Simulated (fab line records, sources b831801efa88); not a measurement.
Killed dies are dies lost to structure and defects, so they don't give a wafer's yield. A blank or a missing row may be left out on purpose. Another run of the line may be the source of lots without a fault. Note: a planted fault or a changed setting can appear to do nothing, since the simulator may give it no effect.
Which tool was responsible?    flow sky130    33 wafers from 11 lots sampled at 3 of the route's 708 steps

## WHAT THE GAUGES READ, wafer by wafer
SKY_NWELL_OVL_MEAS_23.
lot   measured      on          NWELL_01_OVL (nm)
L576  day 5 04:25   overlay-01  -0.4 -1.7 -0.1
L579  day 6 01:34   overlay-01  -2.1 -2.1 -1.5
L580  day 6 05:41   overlay-02  - - -
L589  day 8 15:32   overlay-02  0.4 -0.6 -1.4
L592  day 9 12:50   overlay-02  -0.9 1.7 0.4
L593  day 9 13:11   overlay-02  0.0 1.2 2.0
L595  day 10 01:08  overlay-02  -0.6 -1.9 0.0
L596  day 10 07:50  overlay-02  0.2 -0.8 -0.7
L597  day 10 16:59  overlay-02  1.4 -0.9 0.5
L598  day 11 03:53  overlay-01  2.8 1.5 2.3
L599  day 11 12:17  overlay-01  0.7 -0.3 2.6

SKY_NWELL_TW_MEAS_26.
lot   measured      on             NWELL_2_TW
L576  day 5 04:42   film_metro-02  497.6 493.7 491.2
L579  day 6 01:52   film_metro-04  495.7 495.8 497.3
L580  day 6 05:59   film_metro-04  30.0 29.9 29.9
L589  day 8 15:49   film_metro-04  493.7 497.5 495.2
L592  day 9 13:08   film_metro-03  492.1 492.2 491.5
L593  day 9 13:28   film_metro-04  493.7 494.2 493.9
L595  day 10 01:26  film_metro-02  497.8 497.2 498.6
L596  day 10 08:08  film_metro-04  495.5 495.0 495.2
L597  day 10 17:16  film_metro-02  498.2 498.0 495.8
L598  day 11 04:10  film_metro-02  497.3 493.8 492.4
L599  day 11 12:35  film_metro-03  490.8 492.0 490.0

## EACH LOT AND THE TOOL THAT RAN IT (in order: tool; ch and the chambers of the sampled wafers; start)
lot   SKY_NWELL_EXPOSE_20
L576  iline_stepper-02 ch 0, day 4 20:08
L579  iline_stepper-01 ch 0, day 5 16:43
L580  iline_stepper-02 ch 0, day 5 21:12
L589  iline_stepper-02 ch 0, day 8 05:28
L592  iline_stepper-02 ch 0, day 9 01:36
L593  iline_stepper-02 ch 0, day 9 02:07
L595  iline_stepper-02 ch 0, day 9 14:40
L596  iline_stepper-01 ch 0, day 9 20:24
L597  iline_stepper-02 ch 0, day 10 06:04
L598  iline_stepper-02 ch 0, day 10 16:16
L599  iline_stepper-01 ch 0, day 11 00:26
- SKY_NWELL_EXPOSE_20: exposes mask NWM COMPLEMENT, target cd 840 nm.

## AS READ BY THE TOOLS THEMSELVES (means over the sampled wafers that have a number; for cases with no such wafer, the mark the record gives instead)
The record holds no such reading with a usual standard deviation.

## THE ANSWER, worked out from the rows above alone
Rule: the lots themselves supply what counts as usual. Put in order of their means at a reading, lots are off if they are a third of the lots or fewer, leave a main group of 4 or more, and stand apart from it by a gap of 3 or more times the standard deviation of the main group's means; of several such gaps the widest counts. A main group is skipped when, at the precision printed for the reading in the tables above, its means are all equal. Also off: a lot with no number at a reading for which 4 or more lots have one. All remaining lots with rows at the step are treated as sound. The gauges are gone through in route order, then the tools' own readings, and for those a lot's mean is taken as printed above. At the first step where some lot is off, the reading lying furthest off is the one used; lots without a number count as furthest.
Off: L580, seen at SKY_NWELL_OVL_MEAS_23 (NWELL_01_OVL). Without a number there: L580. Mean 0.1 nm and standard deviation 1.1 in the main group.
A tool fits if, at a process step before that reading, it ran every lot that is off, and no sound lot after the first of them. The gauges at SKY_NWELL_OVL_MEAS_23 aren't tried: what is off there is off at SKY_NWELL_TW_MEAS_26 too, on other tools, and a gauge's error can't cause that. None of those tried fits.

## WHAT THE SIMULATOR HAD INSERTED
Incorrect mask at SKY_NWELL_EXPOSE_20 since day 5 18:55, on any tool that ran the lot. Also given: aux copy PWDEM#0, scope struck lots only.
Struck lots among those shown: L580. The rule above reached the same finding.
